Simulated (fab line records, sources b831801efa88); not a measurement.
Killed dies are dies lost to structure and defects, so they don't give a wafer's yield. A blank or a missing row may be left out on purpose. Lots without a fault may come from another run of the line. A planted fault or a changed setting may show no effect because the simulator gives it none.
Split-lot experiment | flow gf180mcu | 5 lots, 23 wafers read, on a route of 602 steps

THE SPLIT
At GF_VT_IMPLANT_IMPLANT_30, the setting dose_cm2 was moved away from the recipe's 2.534e+12 on 8 of the 23 wafers read, by -13.1% to -7.9%. The other wafers ran this setting at the recipe's value.

FROM THE SPLIT TO THE READING: what the file shows between them, 1 step
- GF_VT_IMPLANT_STRIP_31: strips in O2/N2

THE READING
VT_IMPLANT_3_TW, at GF_VT_IMPLANT_TW_MEAS_32. Fault-free wafers of this fab line usually give 270.0, standard deviation 1.6.

wafer  | tool, chamber at the split | dose_cm2 as run | against the recipe | VT_IMPLANT_3_TW | against lot-mates on the recipe
L075.1 | implanter-01, 0            | 2.534e+12       | recipe             | 268.1           | -
L075.2 | implanter-01, 0            | 2.334e+12       | -7.9%              | 263.3           | -5.2
L075.3 | implanter-01, 0            | 2.334e+12       | -7.9%              | 263.4           | -5.1
L075.5 | implanter-01, 0            | 2.534e+12       | recipe             | 269.9           | -
L075.6 | implanter-01, 0            | 2.534e+12       | recipe             | 267.5           | -
L076.1 | implanter-01, 0            | 2.534e+12       | recipe             | 271.3           | -
L076.2 | implanter-01, 0            | 2.534e+12       | recipe             | 272.5           | -
L076.3 | implanter-01, 0            | 2.534e+12       | recipe             | 272.5           | -
L076.5 | implanter-01, 0            | 2.534e+12       | recipe             | 272.5           | -
L076.6 | implanter-01, 0            | 2.534e+12       | recipe             | 271.8           | -
L079.1 | implanter-01, 0            | 2.316e+12       | -8.6%              | 263.5           | -9.0
L079.2 | implanter-01, 0            | 2.316e+12       | -8.6%              | 265.1           | -7.4
L079.3 | implanter-01, 0            | 2.534e+12       | recipe             | 273.5           | -
L079.4 | implanter-01, 0            | 2.316e+12       | -8.6%              | 264.0           | -8.5
L079.5 | implanter-01, 0            | 2.534e+12       | recipe             | 271.5           | -
L080.1 | implanter-01, 0            | 2.534e+12       | recipe             | 270.6           | -
L080.2 | implanter-01, 0            | 2.534e+12       | recipe             | 269.8           | -
L080.6 | implanter-01, 0            | 2.534e+12       | recipe             | 270.9           | -
L085.1 | implanter-01, 0            | 2.202e+12       | -13.1%             | 259.2           | -11.9
L085.2 | implanter-01, 0            | 2.202e+12       | -13.1%             | 260.2           | -10.9
L085.4 | implanter-01, 0            | 2.534e+12       | recipe             | 271.5           | -
L085.5 | implanter-01, 0            | 2.534e+12       | recipe             | 270.7           | -
L085.6 | implanter-01, 0            | 2.202e+12       | -13.1%             | 258.8           | -12.3

THE FIT
A straight line over all 23 wafers: VT_IMPLANT_3_TW changes by +0.871 for each +1% of dose_cm2; r = +0.95; the points scatter about the line by 1.4.
The same after taking each lot's own level away (the mean of its wafers on the recipe; 23 wafers): +0.881 for each +1%; r = +0.98; scatter 0.92.
On that fit, the largest move of dose_cm2 shifts the reading by 12.
The lots' own levels span 268.50 to 272.50, that is 2.5 times the standard deviation above.
So the lot-to-lot level changes the slope little: the two slopes agree.
Check: with one of the wafers moved furthest among these (-13.1%) left out of the fit, the line predicts -11.4 for it against its lot-mates. It came out at -11.9 against them.

OTHER SPLITS ON THESE WAFERS
These wafers also went through other splits before the reading. Each is held against what the fit with the lots' levels taken away leaves over:
other split on the same wafers    | wafers away from the commonest value | r with VT_IMPLANT_3_TW (lot level and that fit taken away)
GF_STI_CVD_03 temp_c              | 15                                   | +0.42
GF_STI_PEB_10 peb_temp_c          | 11                                   | +0.24
GF_STI_CVD_23 sih4_flow_sccm      | 6                                    | +0.20
GF_STI_OXIDATION_29 ox_time_s     | 15                                   | -0.21
GF_VT_IMPLANT_COAT_13 spin_rpm    | 6                                    | +0.13
GF_VT_IMPLANT_IMPLANT_19 dose_cm2 | 7                                    | -0.05

THE FILE'S OWN FIT
VT_IMPLANT_3_TW changes by +0.864 for each +1% of dose_cm2, r = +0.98.
